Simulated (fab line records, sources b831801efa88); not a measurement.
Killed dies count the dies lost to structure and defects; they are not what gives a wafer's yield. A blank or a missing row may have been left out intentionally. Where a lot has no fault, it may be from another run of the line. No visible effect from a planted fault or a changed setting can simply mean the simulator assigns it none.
fab line records	flow sky130	part 1 of 2: steps 1 to 30 of 42
record lots=5	wafers=15	lastDay=50
route steps=708 shown SONOS_TUNNEL@157 SONOS_ONO@168 GATE_OXIDE@187
lots untouched by any fault: they come from a run of this same line in which no faults occurred
startH: hours from the record's first day to the start of the lot's first wafer shown	waitH: hours since the lot's step before	" same as the row above	L1.1+2: a row that stands for several wafers	- no value present, or no start provided	* or withheld: withheld	< > ~ a bound
route shown NAME@n: a module of which the file shows steps, and the number in the route of the first	usual: mean/standard deviation taken from wafers without a fault	same: alike in all rows	chamber/n: place in a boat	sites: the reading at each site	_std_site: their standard deviation	_edge_site: outer sites' mean less inner sites'	radiusMm: for every site, how far away it sits from the centre of the wafer	mask NAME#n: copy n	behind: the tool/chamber that last shaped the wafer	hold: cause of the lot's hold/its duration in hours/its outcome	device: whichever transistor did not switch (one of n, p or np)	end of line: tests run on the same wafers once the route is complete	where a step has no rows: the recipe by itself	killed: not the wafer's yield, but the dies lost to structure and defects at the first sort	map: dies across one wafer; x = killed, . = not, _ = none there
set.NAME: the run value of the setting; set.NAME@STEP: its run value at that earlier step	model.NAME: the simulator's own value behind a step, which no gauge read
lots seen at some steps along the route; tables by step, rows by wafer
services: from which hour (startH, from the record's first day; less than 0 if before it) a tool's chamber was out of use, for how many hours, and why
## steps
# step SKY_SONOS_TUNNEL_SOFTBAKE_03
# recipe tempC=90	timeS=60	resist=NOVOLAK
# usual heaterPowerTotalW=56.59/0.043
lot.wafer	tool	chamber	startH	waitH	heaterPowerTotalW
L075.2	lithoTrack-03	0	244.72	0.1	56.63
L075.3	"	0	"	"	56.68
L075.5	"	0	"	"	56.61
L078.1	lithoTrack-01	0	267.83	0.1	56.59
L078.2	"	0	"	"	56.64
L078.5	"	0	"	"	56.62
L089.1	lithoTrack-03	0	353.75	0.1	56.54
L089.3	"	0	"	"	56.70
L089.6	"	0	"	"	56.62
L091.2	lithoTrack-03	0	377.52	0.1	56.59
L091.5	"	0	"	"	56.58
L091.6	"	0	"	"	56.62
L096.1	lithoTrack-02	0	410.67	0.1	56.58
L096.2	"	0	"	"	56.56
L096.6	"	0	"	"	56.56
# step SKY_SONOS_TUNNEL_EXPOSE_04
# recipe maskId=TUNM	na=0.6	sourceShape=conventional	sigmaOuter=0.6	polarization=unpolarized	targetCdNm=410	doseMj=136
lot.wafer	tool	chamber	startH	waitH	mask
L075.2+3+5	ilineStepper-01	0	-	-	TUNM#0
L078.1+2+5	ilineStepper-01	0	-	-	TUNM#0
L089.1+3+6	ilineStepper-01	0	-	-	TUNM#0
L091.2+5+6	ilineStepper-02	0	-	-	TUNM#0
L096.1+2+6	ilineStepper-01	0	-	-	TUNM#0
# step SKY_SONOS_TUNNEL_PEB_05
# recipe tempC=withheld	timeS=*	resist=NOVOLAK
lot.wafer	tool	chamber	startH	waitH
L075.2+3+5	lithoTrack-01	0	-	-
L078.1+2+5	lithoTrack-01	0	-	-
L089.1+3+6	lithoTrack-03	0	-	-
L091.2+5+6	lithoTrack-03	0	-	-
L096.1+2+6	lithoTrack-03	0	-	-
# step SKY_SONOS_TUNNEL_DEVELOP_06
# recipe resist=NOVOLAK	developer=TMAH	developTimeS=60	devTempC=23
lot.wafer	tool	chamber	startH	waitH
L075.2+3+5	lithoTrack-01	0	256.15	0.1
L078.1+2+5	lithoTrack-01	0	280.28	0.1
L089.1+3+6	lithoTrack-03	0	367.10	0.1
L091.2+5+6	lithoTrack-03	0	392.12	0.1
L096.1+2+6	lithoTrack-03	0	425.55	0.1
# step SKY_SONOS_TUNNEL_CD_MEAS_07
# recipe targetCdNm=410
# usual cdNm=410.1/2.4
lot.wafer	tool	chamber	startH	waitH	cdNm
L075.2	cdSem-01	-	256.30	0.1	411.0
L075.3	"	-	"	"	411.4
L075.5	"	-	"	"	411.7
L078.1	cdSem-02	-	280.43	0.1	411.6
L078.2	"	-	"	"	410.0
L078.5	"	-	"	"	410.5
L089.1	cdSem-01	-	367.25	0.1	409.7
L089.3	"	-	"	"	409.0
L089.6	"	-	"	"	411.4
L091.2	cdSem-02	-	392.27	0.1	412.7
L091.5	"	-	"	"	411.8
L091.6	"	-	"	"	410.6
L096.1	cdSem-02	-	425.70	0.1	413.7
L096.2	"	-	"	"	412.0
L096.6	"	-	"	"	412.2
# step SKY_SONOS_TUNNEL_OVL_MEAS_08
# usual SONOS_TUNNEL_OVL=-0.7/1.2
lot.wafer	tool	chamber	startH	waitH	SONOS_TUNNEL_OVL[nm]
L075.2	overlay-01	-	256.40	0.1	-2.8
L075.3	"	-	"	"	-1.2
L075.5	"	-	"	"	-4.8
L078.1	overlay-01	-	280.55	0.1	-1.1
L078.2	"	-	"	"	-0.6
L078.5	"	-	"	"	-0.9
L089.1	overlay-01	-	367.37	0.1	-1.6
L089.3	"	-	"	"	0.0
L089.6	"	-	"	"	-2.1
L091.2	overlay-01	-	392.37	0.1	0.4
L091.5	"	-	"	"	-0.6
L091.6	"	-	"	"	-0.3
L096.1	overlay-02	-	425.82	0.1	-0.8
L096.2	"	-	"	"	-1.5
L096.6	"	-	"	"	-0.8
# step SKY_SONOS_TUNNEL_IMPLANT_09
# recipe species=B	energyKev=20	doseCm2=1e+12	tiltDeg=withheld
lot.wafer	tool	chamber	startH	waitH
L075.2+3+5	implanter-01	0	256.46	0.0
L078.1+2+5	implanter-02	0	280.58	0.0
L089.1+3+6	implanter-04	0	367.40	0.0
L091.2+5+6	implanter-01	0	392.43	0.0
L096.1+2+6	implanter-04	0	425.85	0.0
# step SKY_SONOS_TUNNEL_WET_ETCH_10
# recipe chemistry=dHF	targetDepthNm=14	target=SiO2	dilution=100:1	tempC=25	timeS=280
# usual tempC=25.00/0.11
lot.wafer	tool	chamber	startH	waitH	tempC
L075.2	wetBench-02	1	256.58	0.1	24.83
L075.3	"	1	"	"	24.80
L075.5	"	1	"	"	24.64
L078.1	wetBench-04	2	280.73	0.1	25.00
L078.2	"	2	"	"	25.04
L078.5	"	2	"	"	24.94
L089.1	wetBench-02	1	367.55	0.1	24.95
L089.3	"	1	"	"	24.98
L089.6	"	1	"	"	25.01
L091.2	wetBench-04	2	392.55	0.1	24.89
L091.5	"	2	"	"	24.90
L091.6	"	2	"	"	24.87
L096.1	wetBench-02	3	426.00	0.1	24.84
L096.2	"	3	"	"	24.98
L096.6	"	3	"	"	24.87
# step SKY_SONOS_TUNNEL_STRIP_11
# recipe chemistry=SPM	timeS=600	tempC=130
# usual tempC=130.00/0.15
lot.wafer	tool	chamber	startH	waitH	tempC
L075.2	wetBench-03	2	256.67	0.0	129.95
L075.3	"	2	"	"	130.07
L075.5	"	2	"	"	130.09
L078.1	wetBench-02	1	280.82	0.0	130.28
L078.2	"	1	"	"	130.15
L078.5	"	1	"	"	130.00
L089.1	wetBench-03	3	367.72	0.0	130.05
L089.3	"	3	"	"	130.23
L089.6	"	3	"	"	130.25
L091.2	wetBench-03	1	392.64	0.0	129.78
L091.5	"	1	"	"	130.10
L091.6	"	1	"	"	129.91
L096.1	wetBench-03	2	426.09	0.0	130.28
L096.2	"	2	"	"	130.16
L096.6	"	2	"	"	130.11
# step SKY_SONOS_TUNNEL_TW_MEAS_12
# usual SONOS_TUNNEL_TW=197.3/1.6
lot.wafer	tool	chamber	startH	waitH	SONOS_TUNNEL_TW
L075.2	filmMetro-03	-	256.87	0.0	196.3
L075.3	"	-	"	"	195.8
L075.5	"	-	"	"	197.1
L078.1	filmMetro-01	-	281.01	0.0	197.5
L078.2	"	-	"	"	198.2
L078.5	"	-	"	"	198.9
L089.1	filmMetro-03	-	367.90	0.0	199.3
L089.3	"	-	"	"	199.5
L089.6	"	-	"	"	199.1
L091.2	filmMetro-01	-	392.82	0.0	198.9
L091.5	"	-	"	"	198.9
L091.6	"	-	"	"	197.2
L096.1	filmMetro-01	-	426.26	0.0	198.0
L096.2	"	-	"	"	196.9
L096.6	"	-	"	"	198.7
# step SKY_SONOS_TUNNEL_CLEAN_13
# recipe chemistry=dHF	timeS=20	dilution=100:1	dry=ipaMarangoni
lot.wafer	tool	chamber	startH	waitH
L075.2+3+5	wetBench-04	2	256.92	0.0
L078.1+2+5	wetBench-03	3	281.07	0.1
L089.1+3+6	wetBench-02	2	367.96	0.1
L091.2+5+6	wetBench-02	0	392.87	0.0
L096.1+2+6	wetBench-04	3	426.32	0.1
# step SKY_SONOS_ONO_OXIDATION_00
# recipe tempC=800	ambient=O2	idleTempC=700	rampUpCPerMin=10	rampDownCPerMin=3	stabiliseS=600	purgeS=300	targetThkA=26	oxTimeS=1249
lot.wafer	tool	chamber	startH	waitH
L075.2+3+5	furnace-01	0	257.65	0.7
L078.1+2+5	furnace-01	0	282.51	1.4
L089.1+3+6	furnace-01	0	368.64	0.7
L091.2+5+6	furnace-01	0	392.89	0.0
L096.1+2+6	furnace-02	0	427.99	1.7
# step SKY_SONOS_ONO_THK_MEAS_01
# recipe reads=SiO2_of_SONOS_ONO_OXIDATION_00
# usual SONOS_ONO_OXIDATION_THK=2.59/0.053
lot.wafer	tool	chamber	startH	waitH	SONOS_ONO_OXIDATION_THK[nm]
L075.2	filmMetro-04	-	259.01	0.0	2.60
L075.3	"	-	"	"	2.58
L075.5	"	-	"	"	2.61
L078.1	filmMetro-04	-	283.85	0.0	2.67
L078.2	"	-	"	"	2.58
L078.5	"	-	"	"	2.64
L089.1	filmMetro-01	-	369.99	0.0	2.57
L089.3	"	-	"	"	2.58
L089.6	"	-	"	"	2.59
L091.2	filmMetro-04	-	394.24	0.0	2.64
L091.5	"	-	"	"	2.56
L091.6	"	-	"	"	2.54
L096.1	filmMetro-02	-	429.34	0.0	2.57
L096.2	"	-	"	"	2.53
L096.6	"	-	"	"	2.51
# step SKY_SONOS_ONO_CVD_02
# recipe material=Si3N4	precursor=DCS/NH3	targetThkNm=10.5	tempC=770	timeS=180	pressureMtorr=250
lot.wafer	tool	chamber	startH	waitH
L075.2+3+5	lpcvd-02	1	259.83	0.8
L078.1+2+5	lpcvd-02	1	284.93	1.1
L089.1+3+6	lpcvd-02	0	370.73	0.7
L091.2+5+6	lpcvd-02	1	394.29	0.0
L096.1+2+6	lpcvd-02	0	430.66	1.3
# step SKY_SONOS_ONO_THK_MEAS_03
# recipe reads=Si3N4_of_SONOS_ONO_CVD_02
# usual SONOS_ONO_CVD_02_THK=10.56/0.14
lot.wafer	tool	chamber	startH	waitH	SONOS_ONO_CVD_02_THK[nm]
L075.2	filmMetro-02	-	260.89	0.0	10.57
L075.3	"	-	"	"	10.55
L075.5	"	-	"	"	10.43
L078.1	filmMetro-02	-	285.98	0.0	10.60
L078.2	"	-	"	"	10.58
L078.5	"	-	"	"	10.52
L089.1	filmMetro-01	-	371.78	0.0	10.60
L089.3	"	-	"	"	10.80
L089.6	"	-	"	"	10.74
L091.2	filmMetro-04	-	395.35	0.0	10.26
L091.5	"	-	"	"	10.35
L091.6	"	-	"	"	10.43
L096.1	filmMetro-02	-	431.71	0.0	10.41
L096.2	"	-	"	"	10.46
L096.6	"	-	"	"	10.45
# step SKY_SONOS_ONO_CVD_04
# recipe material=SiO2	precursor=SiH4/N2O	targetThkNm=5.7199	tempC=900	pressureMtorr=400
lot.wafer	tool	chamber	startH	waitH
L075.2+3+5	lpcvd-03	1	260.94	0.0
L078.1+2+5	lpcvd-03	0	286.04	0.1
L089.1+3+6	lpcvd-03	0	371.84	0.1
L091.2+5+6	lpcvd-03	0	395.40	0.0
L096.1+2+6	lpcvd-03	0	431.77	0.1
# step SKY_SONOS_ONO_THK_MEAS_05
# recipe reads=SiO2_of_SONOS_ONO_CVD_04
# usual SONOS_ONO_CVD_04_THK=5.67/0.093
lot.wafer	tool	chamber	startH	waitH	SONOS_ONO_CVD_04_THK[nm]
L075.2	filmMetro-01	-	262.20	0.0	5.75
L075.3	"	-	"	"	5.82
L075.5	"	-	"	"	5.77
L078.1	filmMetro-01	-	287.29	0.0	5.65
L078.2	"	-	"	"	5.77
L078.5	"	-	"	"	5.82
L089.1	filmMetro-02	-	373.09	0.0	5.68
L089.3	"	-	"	"	5.81
L089.6	"	-	"	"	5.72
L091.2	filmMetro-04	-	396.66	0.0	5.60
L091.5	"	-	"	"	5.60
L091.6	"	-	"	"	5.61
L096.1	filmMetro-01	-	433.02	0.0	5.67
L096.2	"	-	"	"	5.63
L096.6	"	-	"	"	5.65
# step SKY_SONOS_ONO_DEHYDRATE_06
# recipe tempC=200	timeS=60
# usual heaterPowerTotalW=160.39/0.13
lot.wafer	tool	chamber	startH	waitH	heaterPowerTotalW
L075.2	lithoTrack-04	0	274.91	12.7	160.49
L075.3	"	0	"	"	160.24
L075.5	"	0	"	"	160.34
L078.1	lithoTrack-01	0	299.58	12.3	160.41
L078.2	"	0	"	"	160.50
L078.5	"	0	"	"	160.48
L089.1	lithoTrack-01	0	386.93	13.8	160.28
L089.3	"	0	"	"	160.35
L089.6	"	0	"	"	160.47
L091.2	lithoTrack-04	0	410.61	13.9	160.17
L091.5	"	0	"	"	160.47
L091.6	"	0	"	"	160.33
L096.1	lithoTrack-04	0	448.14	15.1	160.40
L096.2	"	0	"	"	160.65
L096.6	"	0	"	"	160.24
# step SKY_SONOS_ONO_HMDS_07
# recipe primeTimeS=60	primeTempC=120
# usual primeTempC=120.01/0.12
lot.wafer	tool	chamber	startH	waitH	primeTempC
L075.2	lithoTrack-04	0	275.06	0.1	119.91
L075.3	"	0	"	"	120.12
L075.5	"	0	"	"	120.01
L078.1	lithoTrack-01	0	299.73	0.1	119.63
L078.2	"	0	"	"	120.05
L078.5	"	0	"	"	120.05
L089.1	lithoTrack-01	0	387.08	0.1	120.11
L089.3	"	0	"	"	120.06
L089.6	"	0	"	"	120.15
L091.2	lithoTrack-04	0	410.76	0.1	120.23
L091.5	"	0	"	"	120.07
L091.6	"	0	"	"	120.02
L096.1	lithoTrack-04	0	448.29	0.1	119.91
L096.2	"	0	"	"	120.05
L096.6	"	0	"	"	120.03
# step SKY_SONOS_ONO_COAT_08
# recipe resist=NOVOLAK	spinRpm=3000	resistThkNm=1140
# usual dispensePressureKPa=49.7/1.6
lot.wafer	tool	chamber	startH	waitH	dispensePressureKPa
L075.2	lithoTrack-04	0	275.21	0.1	48.7
L075.3	"	0	"	"	48.7
L075.5	"	0	"	"	48.7
L078.1	lithoTrack-01	0	299.88	0.1	49.8
L078.2	"	0	"	"	49.7
L078.5	"	0	"	"	49.8
L089.1	lithoTrack-01	0	387.23	0.1	49.8
L089.3	"	0	"	"	49.8
L089.6	"	0	"	"	49.8
L091.2	lithoTrack-04	0	410.91	0.1	48.6
L091.5	"	0	"	"	48.7
L091.6	"	0	"	"	48.7
L096.1	lithoTrack-04	0	448.44	0.1	48.7
L096.2	"	0	"	"	48.6
L096.6	"	0	"	"	48.7
# step SKY_SONOS_ONO_SOFTBAKE_09
# recipe tempC=90	timeS=60	resist=NOVOLAK
# usual heaterPowerTotalW=56.59/0.047
lot.wafer	tool	chamber	startH	waitH	heaterPowerTotalW
L075.2	lithoTrack-04	0	275.36	0.1	56.59
L075.3	"	0	"	"	56.61
L075.5	"	0	"	"	56.66
L078.1	lithoTrack-01	0	300.03	0.1	56.55
L078.2	"	0	"	"	56.63
L078.5	"	0	"	"	56.63
L089.1	lithoTrack-01	0	387.38	0.1	56.47
L089.3	"	0	"	"	56.60
L089.6	"	0	"	"	56.60
L091.2	lithoTrack-04	0	411.06	0.1	56.56
L091.5	"	0	"	"	56.58
L091.6	"	0	"	"	56.60
L096.1	lithoTrack-04	0	448.59	0.1	56.66
L096.2	"	0	"	"	56.47
L096.6	"	0	"	"	56.60
# step SKY_SONOS_ONO_EXPOSE_10
# recipe maskId=ONOM	targetCdNm=410	na=0.6	sourceShape=conventional	sigmaOuter=0.6	doseMj=150
lot.wafer	tool	chamber	startH	waitH	mask
L075.2+3+5	ilineStepper-02	0	-	-	ONOM#0
L078.1+2+5	ilineStepper-02	0	-	-	ONOM#0
L089.1+3+6	ilineStepper-01	0	-	-	ONOM#0
L091.2+5+6	ilineStepper-02	0	-	-	ONOM#0
L096.1+2+6	ilineStepper-01	0	-	-	ONOM#0
# step SKY_SONOS_ONO_PEB_11
# recipe tempC=withheld	timeS=*	resist=NOVOLAK
lot.wafer	tool	chamber	startH	waitH
L075.2+3+5	lithoTrack-01	0	-	-
L078.1+2+5	lithoTrack-04	0	-	-
L089.1+3+6	lithoTrack-03	0	-	-
L091.2+5+6	lithoTrack-04	0	-	-
L096.1+2+6	lithoTrack-01	0	-	-
# step SKY_SONOS_ONO_DEVELOP_12
# recipe developTimeS=60	devTempC=23
lot.wafer	tool	chamber	startH	waitH
L075.2+3+5	lithoTrack-01	0	287.50	0.1
L078.1+2+5	lithoTrack-04	0	312.59	0.1
L089.1+3+6	lithoTrack-03	0	401.45	0.1
L091.2+5+6	lithoTrack-04	0	425.81	0.1
L096.1+2+6	lithoTrack-01	0	463.43	0.1
# step SKY_SONOS_ONO_CD_MEAS_13
# recipe targetCdNm=410
# usual cdNm=409.9/2.6
lot.wafer	tool	chamber	startH	waitH	cdNm
L075.2	cdSem-02	-	287.65	0.1	412.8
L075.3	"	-	"	"	413.3
L075.5	"	-	"	"	411.4
L078.1	cdSem-01	-	312.74	0.1	409.9
L078.2	"	-	"	"	410.1
L078.5	"	-	"	"	410.5
L089.1	cdSem-01	-	401.60	0.1	406.6
L089.3	"	-	"	"	404.1
L089.6	"	-	"	"	406.6
L091.2	cdSem-01	-	425.96	0.1	408.0
L091.5	"	-	"	"	407.2
L091.6	"	-	"	"	407.8
L096.1	cdSem-02	-	463.58	0.1	408.1
L096.2	"	-	"	"	410.7
L096.6	"	-	"	"	410.4
# step SKY_SONOS_ONO_OVL_MEAS_14
# usual SONOS_ONO_OVL=-0.1/1.6
lot.wafer	tool	chamber	startH	waitH	SONOS_ONO_OVL[nm]
L075.2	overlay-01	-	287.75	0.1	-1.1
L075.3	"	-	"	"	-2.5
L075.5	"	-	"	"	-2.2
L078.1	overlay-01	-	312.86	0.1	-2.2
L078.2	"	-	"	"	-1.7
L078.5	"	-	"	"	-1.1
L089.1	overlay-02	-	401.72	0.1	2.4
L089.3	"	-	"	"	0.0
L089.6	"	-	"	"	1.5
L091.2	overlay-01	-	426.06	0.1	2.0
L091.5	"	-	"	"	0.9
L091.6	"	-	"	"	0.8
L096.1	overlay-01	-	463.70	0.1	-0.6
L096.2	"	-	"	"	-1.5
L096.6	"	-	"	"	-0.8
# step SKY_SONOS_ONO_ETCH_15
# recipe targetDepthNm=19.52	chemistry=CHF3/O2	sourceW=600	biasW=200	pressureMtorr=40	chf3FlowSccm=50	O2_flow_sccm=5	timeS=7.8
# usual O2_flow_sccm=5.000/0.015	drypumpMotorCurrentA=5.7/0.43	oesProductAu=0.998/0.0078	throttleValvePct=8.824/0.009
lot.wafer	tool	chamber	startH	waitH	O2_flow_sccm	drypumpMotorCurrentA	oesProductAu	rfHoursCounterH	throttleValvePct
L075.2	rieDiel-01	3	287.78	0.0	4.998	5.2	1.006	4	8.834
L075.3	"	2	"	"	5.004	6.1	1.001	41	8.829
L075.5	"	0	"	"	4.992	5.3	0.999	-	8.822
L078.1	rieDiel-02	2	312.90	0.0	5.026	5.6	0.983	25	8.818
L078.2	"	3	"	"	5.022	5.8	0.997	118	8.825
L078.5	"	3	"	"	5.002	5.8	0.995	-	8.818
L089.1	rieDiel-01	0	401.75	0.0	5.022	5.3	1.004	6	8.826
L089.3	"	3	"	"	4.996	5.2	1.019	6	8.825
L089.6	"	0	"	"	4.997	5.3	1.007	-	8.815
L091.2	rieDiel-02	1	426.09	0.0	5.001	5.4	0.988	59	8.825
L091.5	"	2	"	"	4.970	5.6	0.993	-	8.825
L091.6	"	0	"	"	5.017	5.6	1.002	-	8.828
L096.1	rieDiel-03	0	463.73	0.0	5.015	6.6	1.007	3	8.810
L096.2	"	3	"	"	4.988	5.5	1.000	59	8.834
L096.6	"	1	"	"	5.045	6.4	0.995	-	8.815
# step SKY_SONOS_ONO_WET_ETCH_16
# recipe chemistry=dHF	targetDepthNm=14	dry=n2Spin	target=SiO2	dilution=100:1	tempC=25	timeS=280
# usual tempC=25.00/0.11
lot.wafer	tool	chamber	startH	waitH	tempC
L075.2	wetBench-02	0	287.81	0.0	25.05
L075.3	"	0	"	"	25.05
L075.5	"	0	"	"	24.94
L078.1	wetBench-03	3	312.92	0.0	24.84
L078.2	"	3	"	"	24.87
L078.5	"	3	"	"	24.78
L089.1	wetBench-03	0	401.77	0.0	25.16
L089.3	"	0	"	"	25.00
L089.6	"	0	"	"	25.05
L091.2	wetBench-02	2	426.12	0.0	24.99
L091.5	"	2	"	"	25.09
L091.6	"	2	"	"	25.12
L096.1	wetBench-03	0	463.75	0.0	25.05
L096.2	"	0	"	"	24.92
L096.6	"	0	"	"	24.92
# step SKY_SONOS_ONO_STRIP_17
# recipe chemistry=O2/N2	powerW=1400	pressureMtorr=1500	platenTempC=withheld	o2FlowSccm=3000	n2FlowSccm=300	overashFraction=0.5
# usual drypumpMotorCurrentA=5.8/0.34	oesProductAu=0.710/0.0048	stripTimeToEndpointS=14.11/0.046
lot.wafer	tool	chamber	startH	waitH	drypumpMotorCurrentA	oesProductAu	rfHoursCounterH	stripTimeToEndpointS
L075.2	plasmaAsher-02	0	287.90	0.0	6.4	0.716	60	14.16
L075.3	"	0	"	"	6.4	0.704	-	14.18
L075.5	"	1	"	"	5.1	0.700	-	14.16
L078.1	plasmaAsher-03	1	313.00	0.0	5.9	0.721	64	14.11
L078.2	"	0	"	"	5.7	0.714	64	14.09
L078.5	"	1	"	"	5.9	0.710	-	14.04
L089.1	plasmaAsher-01	1	401.86	0.0	6.0	0.718	59	14.13
L089.3	"	0	"	"	6.2	0.708	-	14.20
L089.6	"	0	"	"	6.1	0.705	-	14.20
L091.2	plasmaAsher-02	1	426.20	0.0	5.1	0.713	73	14.12
L091.5	"	1	"	"	5.0	0.712	-	14.04
L091.6	"	0	"	"	6.4	0.702	-	14.08
L096.1	plasmaAsher-02	1	463.86	0.0	5.1	0.717	77	14.07
L096.2	"	0	"	"	6.4	0.719	77	14.11
L096.6	"	1	"	"	5.1	0.717	-	14.09
# step SKY_SONOS_ONO_WET_ETCH_18
# recipe chemistry=H3PO4	targetDepthNm=15	target=Si3N4	tempC=160	timeS=172
# usual tempC=160.02/0.16
lot.wafer	tool	chamber	startH	waitH	tempC
L075.2	wetBench-01	2	288.00	0.1	159.75
L075.3	"	2	"	"	159.81
L075.5	"	2	"	"	159.77
L078.1	wetBench-02	3	313.10	0.1	159.88
L078.2	"	3	"	"	159.87
L078.5	"	3	"	"	159.91
L089.1	wetBench-03	2	401.96	0.1	160.04
L089.3	"	2	"	"	159.95
L089.6	"	2	"	"	159.80
L091.2	wetBench-02	2	426.30	0.1	160.19
L091.5	"	2	"	"	160.27
L091.6	"	2	"	"	160.26
L096.1	wetBench-02	1	463.96	0.1	159.95
L096.2	"	1	"	"	159.98
L096.6	"	1	"	"	159.96
